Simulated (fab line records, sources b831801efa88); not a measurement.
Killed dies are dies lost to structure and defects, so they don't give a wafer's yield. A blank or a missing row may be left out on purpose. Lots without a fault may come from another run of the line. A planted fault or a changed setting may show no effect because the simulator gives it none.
Which tool did it? | flow gf180mcu | 13 lots, 38 wafers sampled, at 2 steps of a route of 602

WHAT THE GAUGES READ, wafer by wafer
GF_STI_THK_MEAS_04.
lot  | measured    | on            | STI_CVD_03_THK (nm)
L412 | day 1 18:34 | film_metro-03 | 207.0 205.8 205.9
L413 | day 1 23:34 | film_metro-02 | 208.2 208.2 207.3
L414 | day 2 04:34 | film_metro-02 | 205.3 204.7 206.2
L415 | day 2 09:34 | film_metro-02 | 205.4 205.1 205.0
L416 | day 2 14:35 | film_metro-02 | 208.3 207.4 209.6
L418 | day 3 00:40 | film_metro-03 | 206.7 205.9
L419 | day 3 06:47 | film_metro-02 | 201.7 201.6 201.6
L421 | day 3 15:35 | film_metro-02 | 204.8 205.0 204.8
L423 | day 4 01:34 | film_metro-02 | 207.0 207.3 207.0
L424 | day 4 06:34 | film_metro-01 | 205.6 205.4 206.5
L426 | day 4 16:35 | film_metro-02 | 210.3 208.9 208.6
L428 | day 5 02:34 | film_metro-03 | 200.5 193.0 189.7 200.4 193.1 189.6
L433 | day 6 04:49 | film_metro-01 | 207.4 206.8 207.5

WHICH TOOL RAN EACH LOT (tool, then ch and the chambers of the sampled wafers, then the start)
lot  | GF_STI_CVD_03
L412 | lpcvd-02 ch 0, day 1 16:34
L413 | lpcvd-02 ch 1, day 1 21:34
L414 | lpcvd-02 ch 0, day 2 02:34
L415 | lpcvd-01 ch 0, day 2 07:34
L416 | lpcvd-01 ch 1, day 2 12:34
L418 | lpcvd-02 ch 0, day 2 22:40
L419 | lpcvd-01 ch 0, day 3 03:47
L421 | lpcvd-02 ch 0, day 3 13:34
L423 | lpcvd-02 ch 1, day 3 23:34
L424 | lpcvd-01 ch 0, day 4 04:34
L426 | lpcvd-01 ch 0, day 4 14:34
L428 | lpcvd-02 ch 1, day 5 00:34
L433 | lpcvd-01 ch 0, day 6 02:50
- GF_STI_CVD_03: deposits Si3N4 from DCS/NH3, target thk 207.16 nm, time 3551 s.

WHAT THE TOOLS THEMSELVES READ (means of the sampled wafers that have a number; where no wafer has one, the mark that the record gives instead)
GF_STI_CVD_03.
lot  | tool     | spike_tc_centre_C (C) | spike_tc_upper_C (C) | zone_power_centre_pct (%) | zone_power_upper_pct (%)
L412 | lpcvd-02 | 770.3                 | 769.1                | 15.0                      | 14.9
L413 | lpcvd-02 | 772.5                 | 769.5                | 14.3                      | 13.5
L414 | lpcvd-02 | 769.8                 | 769.4                | 14.9                      | 15.0
L415 | lpcvd-01 | 771.7                 | 769.2                | 13.7                      | 13.2
L416 | lpcvd-01 | 770.1                 | 770.8                | 14.8                      | 12.2
L418 | lpcvd-02 | 770.7                 | 768.8                | 14.9                      | 15.0
L419 | lpcvd-01 | 771.7                 | 768.3                | 13.8                      | 13.1
L421 | lpcvd-02 | 769.6                 | 768.4                | 14.9                      | 15.0
L423 | lpcvd-02 | 772.5                 | 768.9                | 14.0                      | 13.6
L424 | lpcvd-01 | 770.9                 | 769.6                | 13.7                      | 13.2
L426 | lpcvd-01 | 771.5                 | 769.5                | 13.7                      | 13.1
L428 | lpcvd-02 | 752.5                 | 773.5                | 8.8                       | 16.2
L433 | lpcvd-01 | 771.6                 | 769.1                | 13.8                      | 13.3

THE ANSWER, worked out from the rows above alone
Rule: what is usual is taken from the lots themselves. Put in order of their means at a reading, lots are off if they are a third of the lots or fewer, leave a main group of 4 or more, and stand apart from it by a gap of 3 or more times the standard deviation of the main group's means; of several such gaps the widest counts. A main group whose means are all the same, to the digits that the tables above print for the reading, isn't used. A lot without any number at a reading at which 4 lots or more have one is off too. The other lots that the step has rows for count as sound. The gauges are gone through in route order, then the tools' own readings, and for those a lot's mean is taken as printed above. The first step at which some lot is off is used, and at that step the reading that is off furthest; a lot without a number counts as furthest.
Off: L428, at GF_STI_THK_MEAS_04 (STI_CVD_03_THK). The main group: mean 206.3 nm, standard deviation 1.9.
A tool fits if, at a process step before that reading, it ran every lot that is off, and no sound lot after the first of them. The gauges at GF_STI_THK_MEAS_04 aren't tried: what is off there is off at GF_STI_CVD_03 too, on other tools, and a gauge's error can't cause that. One fits: lpcvd-02 at GF_STI_CVD_03. Its last sound lot is L423 (day 3 23:34), its first lot that is off L428 (day 5 00:34): a fault that began between those two fits.
The tool's own readings at GF_STI_CVD_03 bear it out: on the lots that are off they differ by more than 5 times the standard deviation of the sound lots' means. spike_tc_centre_C reads 752.5 C there against 771.1 C on the sound lots; spike_tc_upper_C reads 773.5 C there against 769.2 C on the sound lots; zone_power_centre_pct reads 8.8 % there against 14.3 % on the sound lots.

WHAT THE SIMULATOR HAD PUT IN
Process parameter drift: lpcvd-02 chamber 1, from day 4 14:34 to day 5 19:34, at GF_STI_CVD_03. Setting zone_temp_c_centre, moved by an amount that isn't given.
Lots struck among those shown: L428. The rule above found the same.
